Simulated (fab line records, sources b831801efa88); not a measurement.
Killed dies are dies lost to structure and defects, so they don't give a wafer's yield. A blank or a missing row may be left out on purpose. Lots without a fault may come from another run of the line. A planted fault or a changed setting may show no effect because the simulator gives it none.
fab line records | flow sky130
record lots=12 wafers=36 last_day=50
route steps=708 shown SONOS_TUNNEL@161 POLY_GATE@227 LI_CONTACT@376 METAL1@438 PAD_OPEN@708
lots that met no fault: from a run of the same line without faults
start_h: hours from the record's first day to the start of the lot's first wafer shown | wait_h: hours since the lot's step before | " the same as in the row above | L1.1+2: a row that stands for several wafers | - no value, or no start given | * or withheld: withheld | < > ~ a bound
route shown NAME@n: a module of which the file shows steps, and the number in the route of the first | usual: mean/standard deviation of fault-free wafers | same: alike in all rows | chamber/n: place in a boat | sites: the reading at each site | _std_site: their standard deviation | _edge_site: outer sites' mean less inner sites' | radius_mm: how far each site lies from the wafer's centre | mask NAME#n: copy n | behind: the tool/chamber that last shaped the wafer | hold: why the lot was held/for how many hours/how that ended | device: the transistor (n, p or np) that didn't switch | end of line: the same wafers' tests at the end of the route | a step without rows: its recipe alone | killed: dies lost to structure and defects at the first sort, not the wafer's yield | map: a wafer's dies, x killed, . not, _ none there
set.NAME: the setting as run; set.NAME@STEP: as run at that earlier step | model.NAME: the simulator's own value behind a step, which no gauge read
steps of the route over a sample of lots; a table a step, a row a wafer
services: from which hour (start_h, from the record's first day; less than 0 if before it) a tool's chamber was out of use, for how many hours, and why
## steps
# step SKY_SONOS_TUNNEL_CD_MEAS_07
# recipe target_cd_nm=410
# usual cd_nm=409.3/2.5
# columns lot.wafer tool chamber start_h wait_h cd_nm
L845.3 cd_sem-02 - 267.30 0.1 405.6
L845.5 " - " " 408.2
L845.6 " - " " 411.2
L846.3 cd_sem-02 - 279.10 0.1 407.0
L846.4 " - " " 406.2
L846.5 " - " " 410.3
L847.3 cd_sem-02 - 282.82 0.1 407.5
L847.5 " - " " 410.1
L847.6 " - " " 410.1
L848.1 cd_sem-01 - 298.10 0.1 411.0
L848.2 " - " " 409.4
L848.3 " - " " 410.8
L850.1 cd_sem-02 - 301.28 0.1 410.5
L850.2 " - " " 409.6
L850.5 " - " " 410.7
L851.2 cd_sem-02 - 312.63 0.1 409.2
L851.5 " - " " 409.8
L851.6 " - " " 410.9
L852.3 cd_sem-02 - 324.02 0.1 408.1
L852.4 " - " " 406.8
L852.5 " - " " 406.1
L853.2 cd_sem-01 - 335.00 0.1 405.5
L853.3 " - " " 404.3
L853.4 " - " " 404.0
L857.2 cd_sem-02 - 361.45 0.1 410.4
L857.3 " - " " 410.4
L857.6 " - " " 410.5
L861.3 cd_sem-01 - 397.42 0.1 406.0
L861.5 " - " " 405.9
L861.6 " - " " 406.4
L865.1 cd_sem-02 - 422.39 0.1 408.4
L865.3 " - " " 407.9
L865.5 " - " " 408.4
L866.1 cd_sem-02 - 433.78 0.1 410.9
L866.2 " - " " 409.1
L866.5 " - " " 409.2
# step SKY_POLY_GATE_CD_MEAS_13
# recipe target_cd_nm=150
# usual cd_nm=150.2/1.3
# columns lot.wafer tool chamber start_h wait_h cd_nm
L845.3 cd_sem-02 - 390.94 - 151.9
L845.5 " - " " 150.9
L845.6 " - " " 150.1
L846.3 cd_sem-02 - 401.88 - 149.8
L846.4 " - " " 148.9
L846.5 " - " " 150.0
L847.3 cd_sem-01 - 404.60 - 149.7
L847.5 " - " " 150.4
L847.6 " - " " 150.7
L848.1 cd_sem-01 - 421.93 - 149.9
L848.2 " - " " 150.2
L848.3 " - " " 149.2
L850.1 cd_sem-01 - 433.59 - 151.6
L850.2 " - " " 152.6
L850.5 " - " " 151.7
L851.2 cd_sem-01 - 443.58 - 149.7
L851.5 " - " " 150.8
L851.6 " - " " 150.5
L852.3 cd_sem-02 - 453.43 - 151.8
L852.4 " - " " 152.4
L852.5 " - " " 151.7
L853.2 cd_sem-02 - 469.55 - 148.5
L853.3 " - " " 148.5
L853.4 " - " " 149.2
L857.2 cd_sem-02 - 497.50 - 150.4
L857.3 " - " " 150.7
L857.6 " - " " 151.0
L861.3 cd_sem-01 - 534.32 - 152.5
L861.5 " - " " 151.4
L861.6 " - " " 152.6
L865.1 cd_sem-02 - 557.13 - 151.9
L865.3 " - " " 150.4
L865.5 " - " " 151.2
L866.1 cd_sem-02 - 572.56 - 147.0
L866.2 " - " " 146.7
L866.5 " - " " 148.2
# step SKY_LI_CONTACT_ETCH_14
# recipe chemistry=N2/H2 target=BARC ion_energy_ev=200 source_w=500 bias_w=100 pressure_mtorr=30 n2_flow_sccm=100 h2_flow_sccm=200 stop_on=SiO2 time_s=45.9 target_depth_a=600
# usual drypump_motor_current_A=5.6/0.48 oes_product_au=0.854/0.0049 run_length_s=74.2/0.41 throttle_valve_pct=13.225/0.0099
# columns lot.wafer tool chamber start_h wait_h drypump_motor_current_A oes_product_au rf_hours_counter_h run_length_s throttle_valve_pct
L845.3 rie_diel-03 0 694.45 0.0 5.8 0.845 2 73.9 13.230
L845.5 " 1 " " 5.9 0.856 - 74.2 13.230
L845.6 " 0 " " 5.8 0.861 - 74.3 13.231
L846.3 rie_diel-04 3 708.85 0.0 5.9 0.853 4 74.4 13.207
L846.4 " 2 " " 6.6 0.848 5 73.3 13.221
L846.5 " 1 " " 5.6 0.849 - 74.0 13.231
L847.3 rie_diel-03 0 715.78 0.0 5.8 0.857 2 73.5 13.220
L847.5 " 2 " " 4.9 0.859 - 74.2 13.224
L847.6 " 3 " " 5.9 0.852 - 73.9 13.227
L848.1 rie_diel-04 2 724.91 0.0 6.6 0.857 5 73.4 13.236
L848.2 " 1 " " 5.7 0.855 7 74.1 13.222
L848.3 " 0 " " 4.8 0.852 13 74.2 13.236
L850.1 rie_diel-02 2 733.75 0.0 5.7 0.854 13 74.1 13.212
L850.2 " 3 " " 5.1 0.857 15 74.4 13.225
L850.5 " 1 " " 5.4 0.844 - 74.5 13.226
L851.2 rie_diel-03 1 746.70 0.0 5.9 0.870 20 74.4 13.235
L851.5 " 0 " " 5.8 0.858 - 73.9 13.212
L851.6 " 3 " " 6.0 0.859 - 73.6 13.244
L852.3 rie_diel-04 3 751.15 0.0 5.9 0.858 4 74.4 13.224
L852.4 " 2 " " 6.7 0.849 5 73.6 13.223
L852.5 " 0 " " 4.8 0.858 - 74.4 13.216
L853.2 rie_diel-02 1 766.26 0.0 5.4 0.852 70 75.1 13.235
L853.3 " 3 " " 5.1 0.849 16 74.4 13.228
L853.4 " 3 " " 5.1 0.849 - 74.8 13.206
L857.2 rie_diel-04 1 791.70 0.0 5.6 0.865 9 74.1 13.209
L857.3 " 2 " " 6.6 0.848 6 73.9 13.230
L857.6 " 3 " " 5.9 0.855 - 74.1 13.226
L861.3 rie_diel-03 2 824.80 0.0 4.9 0.860 4 74.3 13.228
L861.5 " 3 " " 6.0 1.000 - 42.8 13.249
L861.6 " 2 " " 4.9 0.856 - 74.3 13.225
L865.1 rie_diel-03 2 843.86 0.0 4.9 0.852 4 74.4 13.233
L865.3 " 0 " " 5.8 0.851 6 73.6 13.226
L865.5 " 1 " " 5.9 1.016 - 42.8 13.282
L866.1 rie_diel-02 2 857.50 0.0 5.7 0.854 17 74.8 13.230
L866.2 " 0 " " 5.8 0.844 7 74.7 13.218
L866.5 " 2 " " 5.7 0.857 - 74.5 13.236
# step SKY_LI_CONTACT_STRIP_16
# recipe chemistry=O2/N2 power_w=1400 pressure_mtorr=1500 platen_temp_c=withheld o2_flow_sccm=3000 n2_flow_sccm=300 overash_fraction=0.5
# usual drypump_motor_current_A=5.9/0.39 oes_product_au=0.375/0.0049 strip_time_to_endpoint_s=3.48/0.041
# columns lot.wafer tool chamber start_h wait_h drypump_motor_current_A oes_product_au rf_hours_counter_h strip_time_to_endpoint_s
L845.3 plasma_asher-03 1 694.61 - 6.4 0.374 - 3.43
L845.5 " 0 " " 5.4 0.376 - 3.50
L845.6 " 1 " " 6.4 0.378 - 3.44
L846.3 plasma_asher-03 0 709.01 - 5.4 0.387 - 3.55
L846.4 " 1 " " 6.4 0.378 - 3.48
L846.5 " 0 " " 5.4 0.382 - 3.47
L847.3 plasma_asher-03 1 715.95 - 6.4 0.383 - 3.43
L847.5 " 1 " " 6.4 0.375 - 3.48
L847.6 " 0 " " 5.4 0.383 - 3.45
L848.1 plasma_asher-03 1 725.04 - 6.3 0.380 105 3.46
L848.2 " 0 " " 5.4 0.379 105 3.46
L848.3 " 0 " " 5.4 0.371 - 3.56
L850.1 plasma_asher-02 0 733.88 - 6.5 0.378 29 3.53
L850.2 " 1 " " 5.8 0.368 29 3.50
L850.5 " 0 " " 6.5 0.364 - 3.43
L851.2 plasma_asher-03 0 746.83 - 5.4 0.375 0 3.48
L851.5 " 0 " " 5.4 0.371 - 3.45
L851.6 " 1 " " 6.4 0.384 - 3.49
L852.3 plasma_asher-04 1 751.31 - 6.0 0.372 - 3.50
L852.4 " 0 " " 5.6 0.374 - 3.43
L852.5 " 0 " " 5.6 0.378 - 3.50
L853.2 plasma_asher-04 1 766.39 - 6.0 0.369 97 3.43
L853.3 " 1 " " 6.0 0.380 - 3.50
L853.4 " 0 " " 5.6 0.378 - 3.51
L857.2 plasma_asher-04 1 791.83 - 6.0 0.373 100 3.48
L857.3 " 0 " " 5.6 0.372 - 3.46
L857.6 " 1 " " 6.0 0.377 - 3.51
L861.3 plasma_asher-03 0 824.96 - 5.4 0.376 - 3.43
L861.5 " 1 " " 6.4 0.392 - 3.75
L861.6 " 0 " " 5.4 0.379 - 3.46
L865.1 plasma_asher-02 0 843.99 - 6.6 0.371 35 3.43
L865.3 " 1 " " 5.8 0.375 - 3.41
L865.5 " 1 " " 5.7 0.388 - 3.76
L866.1 plasma_asher-03 0 857.63 - 5.4 0.376 13 3.54
L866.2 " 1 " " 6.3 0.377 13 3.44
L866.5 " 0 " " 5.4 0.373 - 3.51
# step SKY_METAL1_SPUTTER_04
# recipe material=TiN target_thk_nm=70 power_w=6500 time_s=58.3 chamber_pressure_pa=0.4
# usual chamber_pressure_pa=0.4000/0.0008 throttle_valve_pct=30.3/0.51
# columns lot.wafer tool chamber start_h wait_h chamber_pressure_pa throttle_valve_pct
L845.3 pvd_sputter-03 - 754.80 0.0 0.3997 29.9
L845.5 " - " " 0.3989 30.8
L845.6 " - " " 0.3992 30.8
L846.3 pvd_sputter-04 - 768.31 0.0 0.3999 29.3
L846.4 " - " " 0.3996 31.1
L846.5 " - " " 0.3994 30.5
L847.3 pvd_sputter-04 - 775.16 0.0 0.3985 31.3
L847.5 " - " " 0.3998 29.3
L847.6 " - " " 0.3993 31.2
L848.1 pvd_sputter-04 - 784.26 0.0 0.3989 30.7
L848.2 " - " " 0.4006 30.2
L848.3 " - " " 0.4006 31.3
L850.1 pvd_sputter-02 - 792.76 0.0 0.4006 29.7
L850.2 " - " " 0.3998 30.3
L850.5 " - " " 0.4007 30.8
L851.2 pvd_sputter-02 - 803.73 0.0 0.3984 29.7
L851.5 " - " " 0.3995 29.6
L851.6 " - " " 0.3999 29.9
L852.3 pvd_sputter-02 - 807.81 0.0 0.3994 29.7
L852.4 " - " " 0.4003 30.1
L852.5 " - " " 0.3996 29.8
L853.2 pvd_sputter-03 - 824.02 0.0 0.3997 29.9
L853.3 " - " " 0.3997 29.7
L853.4 " - " " 0.3994 30.9
L857.2 pvd_sputter-03 - 849.03 0.0 0.3990 31.0
L857.3 " - " " 0.4010 29.9
L857.6 " - " " 0.3994 30.6
L861.3 pvd_sputter-04 - 882.00 0.0 0.4002 31.3
L861.5 " - " " 0.3999 30.5
L861.6 " - " " 0.4007 30.0
L865.1 pvd_sputter-04 - 898.62 0.0 0.3995 31.4
L865.3 " - " " 0.4000 29.2
L865.5 " - " " 0.4012 31.4
L866.1 pvd_sputter-03 - 912.58 0.0 0.4001 29.8
L866.2 " - " " 0.3986 29.6
L866.5 " - " " 0.3991 30.5
# step SKY_PAD_OPEN_PROBE_99
# usual killed_at_M0_to_M3=43/7.7 killed_at_M4_up=3.1/1.7 killed_at_contacts=23/4.8 killed_at_front_end=15/4.5 killed_at_other=0.3/0.58 killed_dies=85/10 killed_open=46/7.5 killed_short=38/6.5
# same gross_dies=492 killed_at_back_side=0
# columns lot.wafer tool chamber start_h wait_h killed_at_M0_to_M3 killed_at_M4_up killed_at_contacts killed_at_front_end killed_at_other killed_dies killed_open killed_short
L861.3 prober-02 - 1183.05 0.2 31 3 24 16 0 74 45 29
L861.5 prober-02 - 1183.15 0.2 56 1 28 17 1 103 60 43
# killed by level:class
L861.3 LI_CONTACT:geometric_particle:open=8 CONTACT:geometric_particle:open=8 POLY_GATE:geometric_particle:open=6 METAL1:geometric_particle:short=6 VIA1:geometric_particle:open=5 VIA3:geometric_particle:open=5 VIA2:geometric_particle:open=4 FIELD_ISO:geometric_particle:open=3
L861.5 VIA1:geometric_particle:open=13 VIA2:geometric_particle:open=13 LI_CONTACT:geometric_particle:open=8 CONTACT:geometric_particle:open=7 VIA3:geometric_particle:open=7 LOCAL_INTERCONNECT:geometric_particle:short=6 METAL3:geometric_particle:short=5 POLY_GATE:geometric_particle:short=4
## services
# columns tool chamber start_h hours kind
pvd_sputter-02 - 671.72 4.1 repair
rie_diel-03 - 678.53 0.4 repair
rie_diel-03 0 695.91 18.8 repair
plasma_asher-04 - 714.13 0.5 repair
plasma_asher-03 - 733.75 9.0 pm
plasma_asher-03 0 733.75 9.0 vent_cycle
plasma_asher-03 1 733.75 9.0 vent_cycle
plasma_asher-02 - 741.02 45.4 pm
plasma_asher-03 0 742.75 - clean
rie_diel-04 0 759.84 5.6 repair
rie_diel-02 1 777.06 2.8 repair
pvd_sputter-02 - 785.23 1.8 repair
pvd_sputter-02 - 789.15 0.9 repair
pvd_sputter-02 - 798.55 1.5 repair
rie_diel-03 1 822.14 2.9 repair
rie_diel-02 - 829.29 2.8 pm
rie_diel-03 1 830.01 5.3 repair
plasma_asher-02 - 837.87 0.9 repair
pvd_sputter-02 - 838.69 1.8 repair
rie_diel-03 - 847.79 1.0 repair
rie_diel-02 1 848.22 6.2 repair
pvd_sputter-03 - 859.13 2.7 repair
rie_diel-04 2 873.86 4.6 repair
pvd_sputter-03 - 907.87 2.3 repair
## key
first_sign step=SKY_LI_CONTACT_ETCH_14 reading=run_length_s direction=down sigmas=77 usual=* struck=*
effect step=SKY_LI_CONTACT_ETCH_14 reading=oes_product_au direction=up sigmas=31 usual=0.854 struck=1.008
effect step=SKY_LI_CONTACT_STRIP_16 reading=strip_time_to_endpoint_s direction=up sigmas=6.7 usual=* struck=*
met_at SKY_LI_CONTACT_ETCH_14
struck_lots L861,L865
struck_wafers L861.5,L865.5
tester_left_out L861,L865
not_acting_at SKY_SONOS_TUNNEL_CD_MEAS_07,SKY_POLY_GATE_CD_MEAS_13,SKY_METAL1_SPUTTER_04
onset_between 746.70 824.80
fault kind=process_parameter_drift tool=rie_diel-03 chamber=- onset_h=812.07 steps=SKY_LI_CONTACT_ETCH_14 channel=time_s offset=* shape=step end_h=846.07 scope=struck_wafers_only acts_in=* stated=*
# tester_left_out: of these lots the tester's yield and bins aren't shown, on N5 and GAA mostly nor the transistor test; their killed dies are dies lost to structure and defects alone, not to doping, threshold or leakage, so they don't give the yield
